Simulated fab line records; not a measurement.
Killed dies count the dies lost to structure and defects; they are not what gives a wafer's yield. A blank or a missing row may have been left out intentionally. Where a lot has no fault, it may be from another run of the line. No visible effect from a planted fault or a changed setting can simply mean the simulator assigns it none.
2 desks, one fault / flow sky130 / each desk holds nothing but its own numbers, with what lay behind them at the end

== AT THE METROLOGY DESK ==
Lot by lot, what the gauges showed, no matter which tool ran the lot: averages of those sampled wafers that carry a number. Marked OUT: a lot whose mean sits more than 4 standard deviations from the usual mean, which makes it out of limits; the brackets give that distance.
Columns: A = METAL1_ALCU_THK at SKY_METAL1_THK_MEAS_06, usual 252 nm; B = VIA1_HDPCVD_THK at SKY_VIA1_THK_MEAS_01, usual 1026 nm
lot=L206; first seen here=day 31 15:19; A=248; B=1037
lot=L209; first seen here=day 33 06:20; A=247; B=1018
lot=L210; first seen here=day 33 18:52; A=256; B=1038
lot=L213; first seen here=day 34 07:29; A=253; B=1031
lot=L212; first seen here=day 34 08:29; A=257; B=1018
lot=L215; first seen here=day 34 18:04; A=252; B=1029
lot=L216; first seen here=day 35 03:13; A=249; B=1018
lot=L218; first seen here=day 36 14:16; A=254; B=923 (-9.4) OUT
lot=L220; first seen here=day 36 22:00; A=246; B=987
lot=L226; first seen here=day 38 05:04; A=253; B=1024
lot=L227; first seen here=day 38 22:31; A=256; B=1017
lot=L228; first seen here=day 39 01:19; A=256; B=1008
Per this desk, out of limits: L218; the first was L218, day 37 16:57 (VIA1_HDPCVD_THK at SKY_VIA1_THK_MEAS_01). Within limits: L206, L209, L210, L213, L212, L215, L216, L220, L226, L227, L228.

== TOOL OWNER'S DESK, hdpcvd-02 ==
The tool's own readings at SKY_VIA1_HDPCVD_00 (deposits SiO2, target thk 1030 nm, time 171.7 s): means of the sampled wafers that have a number, for each lot that ran on this tool. Marked OUT: a lot whose mean sits more than 4 standard deviations from the usual mean, which makes it out of limits; the brackets give that distance.
Columns: A = sih4 flow sccm at SKY_VIA1_HDPCVD_00, usual 60.01 sccm
lot=L209; first seen here=day 34 09:35; A=59.95
lot=L216; first seen here=day 36 06:03; A=59.96
lot=L218; first seen here=day 37 16:50; A=53.92 (-36) OUT
lot=L220; first seen here=day 38 00:31; A=57.01 (-18) OUT
lot=L228; first seen here=day 40 02:56; A=59.97
This desk's finding: out of limits on L218, L220; first on L218, day 37 16:50 (sih4 flow sccm at SKY_VIA1_HDPCVD_00). Within limits: L209, L216, L228.

== PUT TOGETHER ==
The tool owner's desk had the chance to raise an alarm at day 37 16:50 on L218, L220.
At day 37 16:57 the metrology desk could have sounded an alarm, on L218.
The metrology desk holds a record of L220, inside its limits.
All the named lots went through SKY_VIA1_HDPCVD_00 on hdpcvd-02.

== WHAT THE SIMULATOR HAD INSERTED ==
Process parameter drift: hdpcvd-02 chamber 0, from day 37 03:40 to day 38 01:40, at SKY_VIA1_HDPCVD_00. A move of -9 in setting sih4 flow sccm, from 60. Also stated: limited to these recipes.
Lots struck among those shown: L218, L220.
Delay (hours) between the fault's onset and each desk's first out-of-limits reading: 13 at the tool owner's desk, 13 at the metrology desk.
